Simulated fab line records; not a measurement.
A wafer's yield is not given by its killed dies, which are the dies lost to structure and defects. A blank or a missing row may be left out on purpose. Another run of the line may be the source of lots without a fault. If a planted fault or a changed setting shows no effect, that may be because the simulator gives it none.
What tool caused it? -- flow sfqLine -- 14 lots with 42 wafers sampled at 6 steps, on a route of 325 steps

== WHAT THE GAUGES READ, wafer by wafer ==
SFQ_I3_OVL_MEAS_923. Usual: I3_OVL gives 0 nm (standard deviation 6.2).
lot,measured,on,I3_OVL (nm),flag
L759,day 43 16:50,overlay-02,-1 -1 3,
L760,day 43 22:50,overlay-01,1 5 -7,
L764,day 45 12:10,overlay-02,7 0 4,
L766,day 45 22:57,overlay-01,-3 0 -2,
L767,day 46 00:36,overlay-01,3 -4 4,
L768,day 46 16:40,overlay-02,5 7 3,
L770,day 47 07:04,overlay-01,- - -,OFF
L771,day 47 15:28,overlay-02,- - -,OFF
L773,day 48 10:41,overlay-01,-4 -6 -5,
L774,day 49 14:23,overlay-01,3 -5 11,
L777,day 50 02:23,overlay-02,-1 4 0,
L780,day 51 19:29,overlay-02,-1 5 0,
L781,day 52 02:41,overlay-01,4 7 3,
L782,day 52 11:05,overlay-01,-11 -2 3,

== EACH LOT AND THE TOOL THAT RAN IT (in order: tool; ch and the chambers of the sampled wafers; start) ==
lot,SFQ_TRILAYER_I1_VIA_STRIP_STRIP_053,SFQ_TRILAYER_I2_DEP_PECVD_063,SFQ_TRILAYER_I2_METRO_MEASURE_065,SFQ_TRILAYER_I2_VIA_ETCH_VIA_ETCH_070,SFQ_TRILAYER_M3_LITHO_EXPOSE_076
L759,"rieMetal-01 ch 0,1, day 17 18:56","pecvd-04 ch 0,1,2, day 23 05:48","filmMetro-03, day 24 00:44","rieDiel-01 ch 0,1, day 30 04:58","krfScanner-02 ch 0, day 37 00:40"
L760,"rieMetal-03 ch 0,1, day 17 20:08","pecvd-04 ch 0,1,2, day 23 09:24","filmMetro-03, day 24 06:44","rieDiel-01 ch 0,3, day 30 12:10","krfScanner-02 ch 0, day 37 06:40"
L764,"rieMetal-03 ch 0,1, day 19 03:05","pecvd-03 ch 0,1,2, day 25 00:06","filmMetro-02, day 25 14:36","rieDiel-03 ch 1,2,3, day 32 03:20","krfScanner-02 ch 0, day 38 15:18"
L766,"rieMetal-01 ch 0,1, day 19 18:29","pecvd-04 ch 2, day 25 19:20","filmMetro-02, day 25 23:53","rieDiel-04 ch 1,2, day 32 17:41","krfScanner-02 ch 0, day 39 00:30"
L767,"rieMetal-03 ch 0,1, day 19 20:53","pecvd-02 ch 0,1,2, day 25 20:32","filmMetro-03, day 26 00:09","rieDiel-03 ch 2,3, day 32 18:53","krfScanner-02 ch 0, day 39 01:42"
L768,"rieMetal-01 ch 1, day 20 12:29","pecvd-02 ch 0,1,2, day 26 12:08","filmMetro-04, day 26 15:32","rieDiel-04 ch 2,3, day 33 10:09","krfScanner-01 ch 0, day 39 16:14"
L770,"rieMetal-01 ch 0,1, day 21 11:44","pecvd-04 ch 0,1,2, day 27 13:28","filmMetro-03, day 27 16:40","rieDiel-04 ch 1,3, day 34 05:21","krfScanner-02, day 40 05:21"
L771,"rieMetal-01 ch 0,1, day 21 16:32","pecvd-04 ch 0,2, day 27 18:17","filmMetro-04, day 28 00:02","rieDiel-01 ch 0,3, day 34 14:57","krfScanner-02, day 40 17:21"
L773,"rieMetal-03 ch 0,1, day 22 11:56","pecvd-02 ch 0,1,2, day 28 18:50","filmMetro-04, day 29 00:16","rieDiel-03 ch 2,3, day 35 21:04","krfScanner-02 ch 0, day 42 00:57"
L774,"rieMetal-01 ch 0,1, day 23 15:47","pecvd-02 ch 0,1,2, day 29 22:41","filmMetro-03, day 30 01:53","rieDiel-01 ch 0,1,3, day 36 22:26","krfScanner-02 ch 0, day 43 08:07"
L777,"rieMetal-03 ch 0,1, day 24 14:35","pecvd-02 ch 0,1, day 30 23:55","filmMetro-04, day 31 03:41","rieDiel-03 ch 1,3, day 37 22:09","krfScanner-02 ch 0, day 44 06:55"
L780,"rieMetal-01 ch 0,1, day 25 20:56","pecvd-03 ch 1,2, day 32 13:49","filmMetro-03, day 32 21:48","rieDiel-03 ch 2,3, day 39 04:17","krfScanner-01 ch 0, day 45 20:27"
L781,"rieMetal-01 ch 0,1, day 26 05:32","pecvd-02 ch 1,2, day 33 00:46","filmMetro-04, day 33 07:00","rieDiel-01 ch 0,2, day 39 14:00","krfScanner-01 ch 0, day 46 03:51"
L782,"rieMetal-03 ch 0,1, day 26 16:13","pecvd-04 ch 0,1,2, day 33 12:27","filmMetro-04, day 33 18:56","rieDiel-03 ch 0,2,3, day 39 23:36","krfScanner-02 ch 0, day 46 14:10"
- SFQ_TRILAYER_I1_VIA_STRIP_STRIP_053: strips in O2.
- SFQ_TRILAYER_I2_DEP_PECVD_063: deposits SiO2 from SiH4/N2O, time 111.11 s, target thk 500 nm.
- SFQ_TRILAYER_I2_METRO_MEASURE_065
- SFQ_TRILAYER_I2_VIA_ETCH_VIA_ETCH_070: etches SiO2 in CHF3, stops on Nb, target depth 260 nm.
- SFQ_TRILAYER_M3_LITHO_EXPOSE_076: exposes mask M3, target cd 500 nm.

== WHAT THE TOOLS THEMSELVES READ (means of the sampled wafers that have a number; where no wafer has one, the mark that the record gives instead) ==
SFQ_TRILAYER_I1_VIA_STRIP_STRIP_053. Usual: drypumpMotorCurrentA 5.62 A, standard deviation 0.22; oesProductAu 1.000 a.u., standard deviation 0.007; platenTempC 40.01 C, standard deviation 0.12.
lot,tool,drypumpMotorCurrentA (A),oesProductAu (a.u.),platenTempC (C),flag
L759,rieMetal-01,5.48,1.005,40.03,
L760,rieMetal-03,5.80,1.005,39.97,
L764,rieMetal-03,5.78,1.005,40.12,
L766,rieMetal-01,5.49,0.999,39.99,
L767,rieMetal-03,5.85,0.999,39.95,
L768,rieMetal-01,5.45,0.991,39.96,
L770,rieMetal-01,5.46,0.999,40.17,
L771,rieMetal-01,5.49,1.001,40.06,
L773,rieMetal-03,5.83,1.005,39.91,
L774,rieMetal-01,5.49,1.003,39.92,
L777,rieMetal-03,5.78,0.993,39.92,
L780,rieMetal-01,5.47,1.005,40.06,
L781,rieMetal-01,5.46,1.004,40.09,
L782,rieMetal-03,5.84,1.005,40.05,

SFQ_TRILAYER_I2_DEP_PECVD_063. Usual: chamberPressureTorr 2.399 Torr, standard deviation 0.0055; heaterPowerOuterW 31 W, standard deviation 9.8; heaterPowerW 86 W, standard deviation 17; rfFwdPowerW 182.3 W, standard deviation 0.58; showerheadVppV 832 V, standard deviation 46; throttleValvePct 24.8 %, standard deviation 1.4.
lot,tool,chamberPressureTorr (Torr),heaterPowerOuterW (W),heaterPowerW (W),rfFwdPowerW (W),showerheadVppV (V),throttleValvePct (%),flag
L759,pecvd-04,2.403,25,70,182.2,857,25.0,
L760,pecvd-04,2.393,23,67,182.4,860,24.9,
L764,pecvd-03,2.396,31,84,182.5,845,24.3,
L766,pecvd-04,2.395,33,86,182.3,877,22.2,
L767,pecvd-02,2.402,35,95,182.0,806,25.5,
L768,pecvd-02,2.400,39,101,181.3,803,25.5,
L770,pecvd-04,-,-,-,-,-,-,OFF
L771,pecvd-04,-,-,-,-,-,-,OFF
L773,pecvd-02,2.396,34,96,182.2,801,25.3,
L774,pecvd-02,2.401,34,95,182.3,809,25.4,
L777,pecvd-02,2.397,42,106,182.9,817,26.1,
L780,pecvd-03,2.396,23,75,182.5,871,24.0,
L781,pecvd-02,2.404,46,109,182.2,788,26.3,
L782,pecvd-04,2.395,25,70,182.4,858,23.7,

SFQ_TRILAYER_I2_VIA_ETCH_VIA_ETCH_070. Usual: drypumpMotorCurrentA 5.8 A, standard deviation 0.44; oesProductAu 0.855 a.u., standard deviation 0.0056; rfFwdPowerW 498.0 W, standard deviation 1.7.
lot,tool,drypumpMotorCurrentA (A),oesProductAu (a.u.),rfFwdPowerW (W),flag
L759,rieDiel-01,5.5,0.854,498.5,
L760,rieDiel-01,6.3,0.857,497.1,
L764,rieDiel-03,6.0,0.856,499.0,
L766,rieDiel-04,5.4,0.852,499.8,
L767,rieDiel-03,5.8,0.853,496.1,
L768,rieDiel-04,5.6,0.859,499.3,
L770,rieDiel-04,5.4,0.376,498.3,OFF
L771,rieDiel-01,6.3,0.377,495.5,OFF
L773,rieDiel-03,5.7,0.852,498.5,
L774,rieDiel-01,5.9,0.853,498.3,
L777,rieDiel-03,5.9,0.854,497.1,
L780,rieDiel-03,5.7,0.855,498.3,
L781,rieDiel-01,5.7,0.856,498.4,
L782,rieDiel-03,5.6,0.857,497.9,

SFQ_TRILAYER_M3_LITHO_EXPOSE_076. Usual: exposureDoseMJCm2 14.401, standard deviation 0.016; focusOffsetNm 0.0 nm, standard deviation 0.52.
lot,tool,exposureDoseMJCm2,focusOffsetNm (nm),flag
L759,krfScanner-02,14.417,0.3,
L760,krfScanner-02,14.405,0.5,
L764,krfScanner-02,14.419,0.6,
L766,krfScanner-02,14.382,-0.1,
L767,krfScanner-02,14.403,0.5,
L768,krfScanner-01,14.415,0.2,
L770,krfScanner-02,-,-,OFF
L771,krfScanner-02,-,-,OFF
L773,krfScanner-02,14.406,-0.3,
L774,krfScanner-02,14.416,-0.4,
L777,krfScanner-02,14.383,-0.7,
L780,krfScanner-01,14.397,0.0,
L781,krfScanner-01,14.409,0.2,
L782,krfScanner-02,14.388,0.6,

== THE ANSWER, worked out from the rows above alone ==
Rule: a lot counts as off when the mean over its wafers that have a number is more than 3 standard deviations away from the usual mean. Also off: a lot with no number at a reading for which 4 or more lots have one. All remaining lots with rows at the step are treated as sound. The gauges are gone through in route order, then the tools' own readings, and for those a lot's mean is taken as printed above. At the first step where some lot is off, the reading lying furthest off is the one used; lots without a number count as furthest.
Off: L770, L771, seen at SFQ_I3_OVL_MEAS_923 (I3_OVL). Without a number there: L770, L771.
A tool fits if, at a process step before that reading, it ran every lot that is off, and no sound lot after the first of them. The gauges at SFQ_I3_OVL_MEAS_923 aren't tried: what is off there is off at SFQ_TRILAYER_I2_DEP_PECVD_063 too, on other tools, and a gauge's error can't cause that. Not one of the candidates tried fits.

== WHAT THE SIMULATOR HAD PUT IN ==
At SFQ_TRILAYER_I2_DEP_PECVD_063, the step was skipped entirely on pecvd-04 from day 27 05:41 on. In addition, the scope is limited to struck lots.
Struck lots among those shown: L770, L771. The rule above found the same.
